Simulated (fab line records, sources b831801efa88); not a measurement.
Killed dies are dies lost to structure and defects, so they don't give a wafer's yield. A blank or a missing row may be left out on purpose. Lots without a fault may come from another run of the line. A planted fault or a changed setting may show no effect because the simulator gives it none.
Which tool did it? | flow gf180mcu | 6 lots, 17 wafers sampled, at 2 steps of a route of 602

WHAT THE GAUGES READ, wafer by wafer
GF_STI_THK_MEAS_24.
lot  | measured    | on            | STI_CVD_23_THK (nm)
L628 | day 2 09:43 | film_metro-01 | 641 646 639
L630 | day 2 18:33 | film_metro-01 | 643 646 640
L634 | day 3 18:55 | film_metro-04 | 639 651 645
L638 | day 4 15:04 | film_metro-04 | 649 654 651
L640 | day 4 21:46 | film_metro-01 | 444 444 444 444
L650 | day 7 03:20 | film_metro-04 | 644 645 653

WHICH TOOL RAN EACH LOT (tool, then ch and the chambers of the sampled wafers, then the start)
lot  | GF_STI_CVD_23
L628 | hdpcvd-02 ch 0,1, day 2 09:37
L630 | hdpcvd-01 ch 0,1,2, day 2 18:28
L634 | hdpcvd-02 ch 0,1,2, day 3 18:49
L638 | hdpcvd-02 ch 0,2, day 4 14:59
L640 | hdpcvd-02 ch 0,2, day 4 21:35
L650 | hdpcvd-01 ch 0,1,2, day 7 03:16
- GF_STI_CVD_23: deposits SiO2, target thk 650 nm, time 108.3 s.

THE ANSWER, worked out from the rows above alone
Rule: what is usual is taken from the lots themselves. Put in order of their means at a reading, lots are off if they are a third of the lots or fewer, leave a main group of 4 or more, and stand apart from it by a gap of 3 or more times the standard deviation of the main group's means; of several such gaps the widest counts. A main group whose means are all the same, to the digits that the tables above print for the reading, isn't used. A lot without any number at a reading at which 4 lots or more have one is off too. The other lots that the step has rows for count as sound.
Off: L640, at GF_STI_THK_MEAS_24 (STI_CVD_23_THK). The main group: mean 646 nm, standard deviation 3.3.
A tool fits if, at a process step before that reading, it ran every lot that is off, and no sound lot after the first of them. The gauges at GF_STI_THK_MEAS_24 are tried like those tools. Can't be told from this: 2 tools fit, hdpcvd-02 at GF_STI_CVD_23, film_metro-01 at GF_STI_THK_MEAS_24.

WHAT THE SIMULATOR HAD PUT IN
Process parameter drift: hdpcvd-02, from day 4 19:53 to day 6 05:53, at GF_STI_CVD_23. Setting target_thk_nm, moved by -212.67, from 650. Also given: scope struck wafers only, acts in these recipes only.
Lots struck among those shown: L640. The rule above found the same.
